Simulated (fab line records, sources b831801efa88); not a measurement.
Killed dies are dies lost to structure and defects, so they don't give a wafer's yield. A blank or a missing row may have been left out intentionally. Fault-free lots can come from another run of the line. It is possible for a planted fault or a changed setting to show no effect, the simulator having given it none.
A struck lot beside a sound one :: flow sky130 :: 22 steps out of a route of 708
Sound: these wafers, L251.1, L251.2, L251.3. Wafers L259.1, L259.2, L259.4 were the ones struck. The cause is given at the end.
Per side, at each step with rows, come the tool, then ch with its chambers, and then its first start. Under that, the readings that differ: sound wafers :: struck wafers :: difference of the means :: sigmas: that difference in standard deviations of wafers without a fault.
alike: readings whose means differ by less than 2 such deviations, and words and numbers that are the same on both sides. not compared: withheld readings, readings that some wafer has no value for, bounds like >300 that may hide the same value, and numbers for which the record gives no deviation and whose values overlap.
The two part at a step that has a row with sigmas, a row that says differs or no value, or rows on one side only. Non-overlapping numbers with no deviation appear without sigmas and do not part them. A reading missing from all wafers of one side parts the sides only when that side holds two or more wafers.

first, 2 steps without rows for these wafers: SKY_LOCAL_INTERCONNECT_CLEAN_17 (cleans in IPA, time 180 s); SKY_LOCAL_INTERCONNECT_CLEAN_18 (cleans in O3/DIW).
SKY_CONTACT_CVD_00: deposits Si3N4, target thk 75 nm.
  sound on pecvd-01 ch 0,1,2, day 32 02:57; struck on pecvd-01 ch 0,2, day 34 17:23
  alike: heater-power-w
SKY_CONTACT_THK_MEAS_01:
  struck on film-metro-03, day 34 17:25; sound on film-metro-04, day 32 02:59
  alike: CONTACT_CVD_00_THK
then, 1 step without rows for these wafers: SKY_CONTACT_HDPCVD_02 (deposits SiO2, target thk 565 nm, time 94.2 s).
SKY_CONTACT_THK_MEAS_03:
  struck on film-metro-04, day 34 17:33; sound on film-metro-04, day 32 03:07
  alike: CONTACT_HDPCVD_THK
SKY_CONTACT_CMP_04: polishes SiO2.
  sound on cmp-01 ch 0,1,3, day 32 03:19; struck on cmp-02 ch 0,1,3, day 34 17:37
  alike: motor-current-A, time-to-endpoint-s
SKY_CONTACT_BOW_MEAS_05:
  struck on film-metro-03, day 34 17:55; sound on film-metro-03, day 32 03:37
  alike: CONTACT_BOW
then, 4 steps without rows for these wafers: SKY_CONTACT_DEHYDRATE_06 (time 60 s); SKY_CONTACT_HMDS_07 (prime time 60 s); SKY_CONTACT_COAT_08 (resist thk 60 nm); SKY_CONTACT_COAT_09 (resist thk 450 nm).
SKY_CONTACT_SOFTBAKE_10: time 90 s.
  sound on litho-track-03 ch 0, day 32 16:00; struck on litho-track-01 ch 0, day 35 07:00
reading: heater-power-total-W (W)
sound: 57.24 57.50 57.30
struck: 53.90 54.07 54.06
difference: -3.34
sigmas: -30

reading: plate-temp-C (C)
sound: 99.80 99.87 99.99
struck: 95.89 95.89 96.01
difference: -3.96
sigmas: -30
then, 2 steps without rows for these wafers: SKY_CONTACT_EXPOSE_11 (exposes mask CTM1, target cd 170 nm); SKY_CONTACT_PEB_12.
SKY_CONTACT_DEVELOP_13: develop time 60 s.
  sound on litho-track-03 ch 0; struck on litho-track-03 ch 0
reading: model.KrF-thick_of_CONTACT_COAT_09.thk-nm (nm)
sound: 434.4 434.9 433.1
struck: 437.5 437.4 438.3
difference: +3.6
sigmas: 
SKY_CONTACT_CD_MEAS_14: target cd 170 nm.
  struck on cd-sem-01, day 35 19:29; sound on cd-sem-01, day 33 06:17
  alike: cd-nm
SKY_CONTACT_OVL_MEAS_15:
  struck on overlay-01, day 35 19:36; sound on overlay-02, day 33 06:24
  alike: CONTACT_OVL
SKY_CONTACT_ETCH_16: etches BARC in N2/H2, stops on SiO2, time 45.9 s, target depth 60 nm.
  sound on rie-diel-03 ch 1,2,3, day 33 06:26; struck on rie-diel-04 ch 0,2,3, day 35 19:38
reading: oes-product-au (a.u.)
sound: 0.849 0.847 0.846
struck: 0.862 0.857 0.857
difference: +0.011
sigmas: +2
  alike: drypump-motor-current-A, n2-flow-sccm, throttle-valve-pct
  not compared: rf-hours-counter-h
SKY_CONTACT_ETCH_17: etches SiO2 in C4F8/O2/Ar, stops on Si3N4, target depth 340 nm.
  sound on rie-diel-03 ch 1,2,3, day 33 06:29; struck on rie-diel-04 ch 0,2,3, day 35 19:41
reading: model.KrF-thick_of_CONTACT_COAT_09.thk-nm (nm)
sound: 325.2 328.4 326.2
struck: 330.5 328.5 329
difference: +2.7
sigmas: 
  alike: oes-product-au
SKY_CONTACT_ETCH_18: etches Si3N4 in CHF3/O2, stops on TiN, time 39 s, target depth 75 nm.
  sound on rie-diel-03 ch 1,2,3; struck on rie-diel-04 ch 0,2,3
  alike: drypump-motor-current-A, oes-product-au, throttle-valve-pct
  not compared: rf-hours-counter-h
-- the record jumps here: 13 days lie between the struck wafers' starts before and after (it left off in module CONTACT and takes up again in module PAD_OPEN, whose first step shown is number 708 of the route) --
SKY_PAD_OPEN_PROBE_99:
  the record has rows for the struck wafers here (prober-01, day 49 00:13) and none for the sound ones

== WHERE THEY PART ==
At SKY_CONTACT_SOFTBAKE_10 first; at SKY_PAD_OPEN_PROBE_99 last (within this record only).

WHY: the cause the simulator had injected
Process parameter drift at SKY_CONTACT_SOFTBAKE_10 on litho-track-01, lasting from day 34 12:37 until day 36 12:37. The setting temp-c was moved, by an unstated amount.
